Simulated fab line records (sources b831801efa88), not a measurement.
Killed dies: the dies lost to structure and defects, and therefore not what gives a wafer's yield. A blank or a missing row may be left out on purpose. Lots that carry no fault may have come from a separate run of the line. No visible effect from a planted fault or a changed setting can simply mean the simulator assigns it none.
Matching of chambers :: flow sky130 :: SKY_FIELD_ISO_ETCH_14 on rie diel-01: 4 sister chambers
The step etches BARC in N2/H2, stops on SiO2, time 45.9 s, target depth 60 nm. 8 wafers are shown with their chamber, then 8 later ones without.

== WAFERS PAIRED WITH THEIR CHAMBERS ==
wafer: L275.5
chamber: 2
bias w (W): 99.60
oes product au (a.u.): 0.856

wafer: L276.4
chamber: 2
bias w (W): 99.81
oes product au (a.u.): 0.861

wafer: L277.1
chamber: 0
bias w (W): 100.07
oes product au (a.u.): 0.848

wafer: L278.2
chamber: 1
bias w (W): 100.27
oes product au (a.u.): 0.855

wafer: L279.2
chamber: 0
bias w (W): 99.80
oes product au (a.u.): 0.859

wafer: L279.3
chamber: 1
bias w (W): 99.99
oes product au (a.u.): 0.849

wafer: L279.4
chamber: 3
bias w (W): 99.78
oes product au (a.u.): 0.849

wafer: L282.2
chamber: 3
bias w (W): 99.83
oes product au (a.u.): 0.854

== WAFERS WITHOUT THEIR CHAMBER ==
wafer: L282.3
bias w (W): 100.00
oes product au (a.u.): 0.859

wafer: L282.4
bias w (W): 100.26
oes product au (a.u.): 0.861

wafer: L284.4
bias w (W): 99.92
oes product au (a.u.): 0.851

wafer: L284.5
bias w (W): 99.76
oes product au (a.u.): 0.861

wafer: L284.6
bias w (W): 100.10
oes product au (a.u.): 0.855

wafer: L298.2
bias w (W): 99.96
oes product au (a.u.): 0.851

wafer: L298.4
bias w (W): 100.07
oes product au (a.u.): 0.849

wafer: L298.5
bias w (W): 99.29
oes product au (a.u.): 0.842

== WHICH CHAMBER EACH WENT THROUGH ==
wafer: L282.3
from the rows above: can't be placed: 0 or 1 or 2 or 3
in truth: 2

wafer: L282.4
from the rows above: can't be placed: 1 or 0 or 3 or 2
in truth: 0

wafer: L284.4
from the rows above: can't be placed: 0 or 3 or 1 or 2
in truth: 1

wafer: L284.5
from the rows above: can't be placed: 2 or 0 or 3
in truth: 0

wafer: L284.6
from the rows above: can't be placed: 1 or 0 or 3 or 2
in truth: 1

wafer: L298.2
from the rows above: can't be placed: 0 or 3 or 1 or 2
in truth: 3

wafer: L298.4
from the rows above: can't be placed: 1 or 0 or 3
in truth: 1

wafer: L298.5
from the rows above: can't be placed: 3 or 2 or 0 or 1
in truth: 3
Correctly placed: 0 of 8. From these rows, 8 cannot be placed; in 8 the true chamber is one of the candidates. Wrongly placed: 0.
How it was worked out, from the rows above alone: a wafer's distance from a chamber is the root of the sum, over the readings, of the square of ((its reading less the chamber's mean) divided by the reading's scatter). The wafer belongs to the nearest chamber; if the next one is less than 2 further off, it can't be placed. Each chamber's mean is taken over the wafers shown for it. The scatter is the square root of a quotient: the sum, over the shown wafers, of each reading's squared deviation from its chamber's mean, divided by wafers minus chambers.
